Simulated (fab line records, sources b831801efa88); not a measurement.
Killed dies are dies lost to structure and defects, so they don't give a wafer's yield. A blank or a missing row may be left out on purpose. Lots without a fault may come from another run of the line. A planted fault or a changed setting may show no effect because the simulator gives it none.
Tool commonality check | flow sky130 | 13 lots, 39 wafers sampled

WHY IT WAS OPENED
At SKY_FIELD_ISO_THK_MEAS_02 the reading FIELD_ISO_OXIDATION_00_THK is flagged on 2 of 13 lots. Wafers without a fault read 12.06 nm, standard deviation 0.2.
Rule: a lot is flagged when every wafer of it that has a number lies more than 4 standard deviations from that mean, or none has a number. The other lots count as sound.

lot  | measured    | on            | FIELD_ISO_OXIDATION_00_THK (nm), wafer by wafer | flag
L553 | day 1 22:08 | film_metro-01 | 12.01 12.16 12.13                               |
L554 | day 2 03:08 | film_metro-03 | 11.91 11.62 11.70                               |
L556 | day 2 16:51 | film_metro-01 | 19.54 19.62 19.74                               | FLAGGED
L557 | day 2 18:54 | film_metro-02 | 12.14 11.93 12.01                               |
L558 | day 3 00:11 | film_metro-01 | 11.98 12.17 11.97                               |
L559 | day 3 05:20 | film_metro-01 | 19.11 19.15 19.30                               | FLAGGED
L560 | day 3 08:39 | film_metro-02 | 12.49 12.53 12.68                               |
L564 | day 4 04:48 | film_metro-03 | 12.16 12.10 12.25                               |
L568 | day 5 01:15 | film_metro-03 | 11.98 12.08 11.99                               |
L569 | day 5 05:40 | film_metro-01 | 12.05 11.96 12.01                               |
L570 | day 5 10:38 | film_metro-02 | 11.81 12.00 12.06                               |
L572 | day 5 20:54 | film_metro-02 | 11.88 12.15 12.07                               |
L573 | day 6 01:38 | film_metro-03 | 11.98 12.03 12.24                               |
The numbers of the flagged lots are 19.41 nm on average: +7.35 nm against the usual, or +37 standard deviations.

WHICH TOOL RAN EACH LOT
The record holds 1 process step before the reading, out of a route of 708 steps. In each cell: the tool, then ch and the chambers that the sampled wafers went through, then the start.
lot  | flag    | SKY_FIELD_ISO_OXIDATION_01
L553 |         | furnace-01 ch 0, day 1 20:36
L554 |         | furnace-01 ch 0, day 2 01:37
L556 | FLAGGED | furnace-01 ch 0, day 2 12:34
L557 |         | furnace-02 ch 0, day 2 17:23
L558 |         | furnace-02 ch 0, day 2 22:40
L559 | FLAGGED | furnace-01 ch 0, day 3 02:07 and furnace-02 ch 0, day 3 03:48
L560 |         | furnace-01 ch 0, day 3 07:07
L564 |         | furnace-01 ch 0, day 4 03:17
L568 |         | furnace-02 ch 0, day 4 23:44
L569 |         | furnace-02 ch 0, day 5 04:09
L570 |         | furnace-02 ch 0, day 5 09:07
L572 |         | furnace-02 ch 0, day 5 19:23
L573 |         | furnace-02 ch 0, day 6 00:07
What these steps do:
- SKY_FIELD_ISO_OXIDATION_01: stabilise 600 s, purge 300 s, target thk 12 nm.
- SKY_FIELD_ISO_THK_MEAS_02

FLAGGED OVER TOTAL, TOOL BY TOOL (the gauges that took the reading come last)
step                       | tool          | lots run | flagged | share of the flagged lots | sound lots run after its first flagged lot
SKY_FIELD_ISO_OXIDATION_01 | furnace-01    | 6        | 2       | all                       | 2 (L560,L564)
SKY_FIELD_ISO_OXIDATION_01 | furnace-02    | 8        | 1       | some                      | 5 (L568,L569,L570,L572,L573)
SKY_FIELD_ISO_THK_MEAS_02  | film_metro-01 | 5        | 2       | all                       | 2 (L558,L569)
SKY_FIELD_ISO_THK_MEAS_02  | film_metro-02 | 4        | 0       | none                      | -
SKY_FIELD_ISO_THK_MEAS_02  | film_metro-03 | 4        | 0       | none                      | -

WHAT THE TABLE ALLOWS
2 rows of the table ran every flagged lot: furnace-01 at SKY_FIELD_ISO_OXIDATION_01, film_metro-01 at SKY_FIELD_ISO_THK_MEAS_02.
- furnace-01 at SKY_FIELD_ISO_OXIDATION_01: 2 of its 6 lots flagged. Sound lots ran on it after the first flagged one (L560, L564), which a lasting fault on the whole tool wouldn't allow.
- film_metro-01 at SKY_FIELD_ISO_THK_MEAS_02: 2 of its 5 lots flagged. Sound lots ran on it after the first flagged one (L558, L569), which a lasting fault on the whole tool wouldn't allow.
No row of the table ran every flagged lot and no sound lot after the first.

WHAT THE SIMULATOR HAD PUT IN
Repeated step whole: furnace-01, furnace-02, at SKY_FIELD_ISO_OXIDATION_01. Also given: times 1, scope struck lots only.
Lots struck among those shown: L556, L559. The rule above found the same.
